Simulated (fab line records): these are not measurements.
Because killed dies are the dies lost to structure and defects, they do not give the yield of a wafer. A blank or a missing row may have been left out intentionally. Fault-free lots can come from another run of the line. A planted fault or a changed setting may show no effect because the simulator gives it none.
Which of the tools did it? -- flow sky130 -- Sampling: 24 lots, 72 wafers, 2 of 708 route steps

WHAT THE GAUGES READ, wafer by wafer
SKY_POLY_GATE_THK_MEAS_01.
lot,measured,on,POLY_GATE_CVD_00_THK (nm)
L074,day 13 21:14,film_metro-02,180.6 178.9 179.0
L075,day 14 02:15,film_metro-02,179.6 178.6 178.0
L076,day 14 15:12,film_metro-02,181.0 180.5 181.6
L077,day 14 20:08,film_metro-02,180.9 179.4 180.0
L078,day 15 12:56,film_metro-01,183.6 181.4 183.5
L079,day 15 15:58,film_metro-01,179.3 180.3 181.3
L080,day 16 02:26,film_metro-04,179.1 179.6 178.9
L081,day 16 10:38,film_metro-01,178.0 176.9 177.4
L082,day 16 14:38,film_metro-04,183.6 181.9 180.6
L083,day 17 05:01,film_metro-02,179.8 179.6 180.6
L084,day 17 05:01,film_metro-04,179.8 177.6 179.0
L085,day 17 15:52,film_metro-01,181.1 179.9 180.1
L086,day 18 06:10,film_metro-01,179.3 180.0 179.5
L087,day 18 11:41,film_metro-02,180.4 179.7 180.6
L088,day 18 19:34,film_metro-01,176.9 175.7 176.4
L089,day 19 04:34,film_metro-01,176.8 179.1 178.4
L090,day 19 17:06,film_metro-04,178.7 178.8 180.2
L091,day 20 07:56,film_metro-04,182.5 182.0 181.3
L093,day 20 23:28,film_metro-02,181.0 181.1 180.6
L092,day 20 23:29,film_metro-01,178.9 181.4 179.5
L095,day 21 04:25,film_metro-01,180.6 180.2 178.6
L094,day 21 09:59,film_metro-02,177.1 176.3 177.7
L096,day 21 17:58,film_metro-02,177.4 179.2 178.6
L097,day 22 04:54,film_metro-02,178.8 179.0 179.0

SKY_LDD_LDN_TW_MEAS_13.
lot,measured,on,LDD_LDN_TW
L074,day 22 14:47,film_metro-02,1484 1486 1481
L075,day 22 19:59,film_metro-02,1478 1487 1484
L076,day 23 15:14,film_metro-03,1466 1465 1472
L077,day 23 20:34,film_metro-03,1454 1460 1457
L078,day 24 14:47,film_metro-02,1466 1461 1472
L079,day 24 15:41,film_metro-04,1489 1494 1493
L080,day 25 03:40,film_metro-02,1476 1479 1482
L081,day 25 10:53,film_metro-03,1475 1485 1484
L082,day 25 17:58,film_metro-02,1483 1473 1490
L083,day 26 07:44,film_metro-02,1474 1482 1478
L084,day 26 08:58,film_metro-02,1486 1482 1480
L085,day 26 17:07,film_metro-04,1500 1506 1505
L086,day 27 06:50,film_metro-03,1475 1479 1474
L087,day 27 12:50,film_metro-02,1474 1481 1480
L088,day 27 17:47,film_metro-02,1471 1468 1471
L089,day 28 05:29,film_metro-02,1475 1474 1477
L090,day 28 15:40,film_metro-03,1469 1485 1473
L091,day 29 02:58,film_metro-03,1476 1472 1478
L093,day 29 19:20,film_metro-04,1491 1508 1501
L092,day 29 20:15,film_metro-03,1473 1473 1470
L095,day 29 22:29,film_metro-02,1474 1478 1490
L094,day 30 05:57,film_metro-04,1497 1493 1494
L096,day 30 09:35,film_metro-02,1477 1485 1472
L097,day 30 22:32,film_metro-02,1484 1481 1478

TOOL THAT RAN EACH LOT (tool first, then ch and the chambers of the sampled wafers, then the start)
No process step before these readings appears in the record.

WHAT THE TOOLS THEMSELVES READ (means of the sampled wafers that have a number; where no wafer has one, the mark that the record gives instead)
The record holds no such reading with a usual standard deviation.

THE ANSWER, worked out from the rows above alone
Rule: what is usual is taken from the lots themselves. Put in order of their means at a reading, lots are off if they are a third of the lots or fewer, leave a main group of 4 or more, and stand apart from it by a gap of 3 or more times the standard deviation of the main group's means; of several such gaps the widest counts. A main group is skipped when, at the precision printed for the reading in the tables above, its means are all equal. Also off: a lot with no number at a reading for which 4 or more lots have one. All remaining lots with rows at the step are treated as sound. Order of review: gauges by route order, followed by the tools' own readings, for which a lot's mean as printed above is used. The first step at which some lot is off is used, and at that step the reading that is off furthest; a lot without a number counts as furthest.
Nothing can be told from this: no lot is off at any reading shown.

WHAT THE SIMULATOR PUT IN
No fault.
